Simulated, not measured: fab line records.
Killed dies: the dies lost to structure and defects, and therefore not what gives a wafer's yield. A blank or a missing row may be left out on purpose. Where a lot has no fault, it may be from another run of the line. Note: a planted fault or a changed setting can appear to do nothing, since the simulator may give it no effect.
Which tool is to blame?    flow gf180mcu    7 lots, 21 wafers sampled, at 3 steps of a route of 602

== WHAT EACH GAUGE READ, for each wafer ==
GF_PASSIVATION_THK_MEAS_03.
lot   measured      on             PASSIVATION_CVD_02_THK (nm)
L795  day 28 11:35  film_metro-02  702 704 708
L798  day 29 18:05  film_metro-04  698 690 705
L801  day 30 10:58  film_metro-01  697 708 708
L803  day 31 05:31  film_metro-02  694 709 715
L811  day 33 01:45  film_metro-01  692 940 708
L813  day 33 12:43  film_metro-01  690 689 706
L816  day 34 03:43  film_metro-02  693 693 703

== WHAT TOOL EACH LOT RAN ON (gives the tool, then ch and the chambers of the sampled wafers, and finally the start) ==
lot   GF_TOP_METAL_SPUTTER_01       GF_PASSIVATION_CVD_02
L795  pvd_sputter-04, day 27 14:55  pecvd-03 ch 0,1, day 28 11:16
L798  pvd_sputter-04, day 28 22:05  pecvd-03 ch 1,2, day 29 17:49
L801  pvd_sputter-02, day 29 14:47  pecvd-03 ch 0,1, day 30 10:40
L803  pvd_sputter-04, day 30 10:38  pecvd-01 ch 0,2, day 31 05:13
L811  pvd_sputter-02, day 32 08:38  pecvd-03 ch 0,1,2, day 33 01:27
L813  pvd_sputter-01, day 32 19:17  pecvd-01 ch 0,1,2, day 33 12:26
L816  pvd_sputter-02, day 33 11:04  pecvd-01 ch 0,1,2, day 34 03:25
- GF_TOP_METAL_SPUTTER_01: material TiN, target thk 30 nm, time 25.67 s.
- GF_PASSIVATION_CVD_02: deposits Si3N4, target thk 700 nm, time 486.18 s.

== THE ANSWER, worked out from the rows above alone ==
Rule: the usual values come from the lots themselves. The widest of any qualifying gaps counts: lots, ordered by their means at a reading, are off when they make up no more than a third of the lots, leave a main group of 4 or more, and stand apart from it by 3 or more times the standard deviation of that group's means. The tables above print the reading to a certain number of digits; a main group whose means all agree to those digits is not used. A lot without any number at a reading at which 4 lots or more have one is off too. Where the step has rows for the other lots, those lots are counted as sound.
Off: L811, at GF_PASSIVATION_THK_MEAS_03 (PASSIVATION_CVD_02_THK). Mean 701 nm and standard deviation 4.4 in the main group.
If a tool, at a process step before that reading, ran all the lots that are off and no sound lot after the first of them, it fits. Those tools and the gauges at GF_PASSIVATION_THK_MEAS_03 are tried in the same way. One fits: GF_PASSIVATION_CVD_02 on pecvd-03. A fault onset in the window from L801 (day 30 10:40, its last sound lot) to L811 (day 33 01:27, its first lot off) fits.

== WHAT THE SIMULATOR HAD PUT IN ==
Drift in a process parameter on pecvd-03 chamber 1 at GF_PASSIVATION_CVD_02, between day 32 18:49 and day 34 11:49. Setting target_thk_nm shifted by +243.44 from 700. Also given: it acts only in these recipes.
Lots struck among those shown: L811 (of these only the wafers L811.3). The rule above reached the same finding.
